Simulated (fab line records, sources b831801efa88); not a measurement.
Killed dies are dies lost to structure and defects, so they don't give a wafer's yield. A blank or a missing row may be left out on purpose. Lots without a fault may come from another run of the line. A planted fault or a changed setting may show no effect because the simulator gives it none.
Chamber matching | flow sky130 | SKY_FIELD_ISO_CMP_27 on cmp-02: 4 sister chambers
The step polishes, stops on Si3N4, t overpolish 16 s, target thk 457.8 nm. 4 wafers are shown with their chamber, then 10 later ones without.

WAFERS WITH THEIR CHAMBER
wafer  | chamber | motor_current_A (A)
L348.2 | 3       | 10.9
L348.3 | 1       | 14.1
L350.1 | 2       | 12.0
L350.2 | 0       | 11.6

WAFERS WITHOUT THEIR CHAMBER
wafer  | motor_current_A (A)
L350.6 | 11.1
L351.2 | 12.9
L351.3 | 11.7
L351.5 | 11.4
L352.1 | 11.4
L352.2 | 11.3
L352.4 | 13.4
L355.2 | 13.1
L355.3 | 11.3
L355.4 | 11.6

WHICH CHAMBER EACH WENT THROUGH
wafer  | from the rows above          | in truth
L350.6 | can't be placed: 3 or 0 or 2 | 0
L351.2 | can't be placed: 2 or 1 or 0 | 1
L351.3 | can't be placed: 0 or 2 or 3 | 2
L351.5 | can't be placed: 0 or 3 or 2 | 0
L352.1 | can't be placed: 0 or 3 or 2 | 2
L352.2 | can't be placed: 0 or 3 or 2 | 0
L352.4 | can't be placed: 1 or 2      | 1
L355.2 | can't be placed: 1 or 2 or 0 | 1
L355.3 | can't be placed: 0 or 3 or 2 | 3
L355.4 | can't be placed: 0 or 2 or 3 | 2
Placed correctly: 0 of 10. Can't be placed from these rows: 10 (the true chamber is among the candidates in 10). Placed wrongly: 0.
How it was worked out, from the rows above alone: a wafer's distance from a chamber is the root of the sum, over the readings, of the square of ((its reading less the chamber's mean) divided by the reading's scatter). The wafer belongs to the nearest chamber; if the next one is less than 2 further off, it can't be placed. A chamber's mean is the mean of its shown wafers. The scatter: with one shown wafer a chamber, the root of the mean of the squares of how far each hidden wafer lies from its nearest shown one.
